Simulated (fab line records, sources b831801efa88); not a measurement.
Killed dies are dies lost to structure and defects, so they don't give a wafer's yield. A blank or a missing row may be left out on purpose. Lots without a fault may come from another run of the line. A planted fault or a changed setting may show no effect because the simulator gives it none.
Problem report in the 8D (eight disciplines) form, filled by code | flow gf180mcu | the parts of the form that need people (team, actions taken, sign-off) are left out

1. THE PROBLEM
exposure_dose_mJ_cm2 at GF_TOP_METAL_EXPOSE_11 reads a mean of 174.9 on 5 wafers of 2 lots; wafers without a fault read 171.0 with a standard deviation of 0.85. That is +4.6 standard deviations from the usual mean.
The step: exposes mask MetalTop, target cd 440 nm.
First seen on wafer L906.1, day 32 19:42, on iline_stepper-02. The record holds 17 wafers of 6 lots with a number at this step. Rule for "out", or "out of limits": more than 4 standard deviations from the usual mean. The other wafers with a number count as sound.

2. WHAT IT IS AND WHAT IT IS NOT
question                    | is                     | is not
which readings at this step | exposure_dose_mJ_cm2   | reticle_temp_C
which lots                  | L906, L908             | L888, L889, L892, L910
which wafers of those lots  | all that have a number | -
read on which tools         | iline_stepper-02       | iline_stepper-01
when                        | from day 32 19:42      | up to then (9 sound wafers); but 3 sound wafers of L910 came after

3. SUSPECTS, AND WHAT RULES EACH OUT
Counting: a tool at a process step up to the reading stays a suspect if it ran every lot that is out and no sound lot after the first of them.
- iline_stepper-02 at GF_TOP_METAL_EXPOSE_11 (exposes mask MetalTop, target cd 440 nm): kept. It ran every lot that is out, first L906 (day 32 19:42), and no sound lot after that; its last sound lot up to then is L892 (day 29 05:31). Its own readings are out on those wafers: exposure_dose_mJ_cm2.
Left after counting: iline_stepper-02 at GF_TOP_METAL_EXPOSE_11.

4. THE CAUSE (what the simulator had put in)
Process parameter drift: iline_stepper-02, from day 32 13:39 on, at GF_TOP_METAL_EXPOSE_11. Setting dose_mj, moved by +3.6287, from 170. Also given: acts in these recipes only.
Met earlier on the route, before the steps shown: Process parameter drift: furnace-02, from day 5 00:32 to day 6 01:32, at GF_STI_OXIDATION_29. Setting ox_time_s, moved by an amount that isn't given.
Counting left only this tool.

5. THE CHAIN OF EFFECTS, in route order
Each row: a reading whose mean over the struck wafers that have a number lies more than 3 standard deviations from the usual. Only readings for which the record gives a usual standard deviation are gone through. hours: the time from each lot's start at the first step in this table that gives one to its start at this step, as a median over the lots. sigmas: the change in usual standard deviations.
hours | step                   | reading              | usual | on struck wafers | change | sigmas
0     | GF_TOP_METAL_EXPOSE_11 | exposure_dose_mJ_cm2 | 171.0 | 174.9            | +3.9   | +4.6
The process steps in it:
- GF_TOP_METAL_EXPOSE_11: exposes mask MetalTop, target cd 440 nm.

6. WHAT WOULD HAVE CAUGHT IT SOONER
In this record the first reading out of limits was taken at day 32 19:42, 6 hours after the fault began at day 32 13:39.
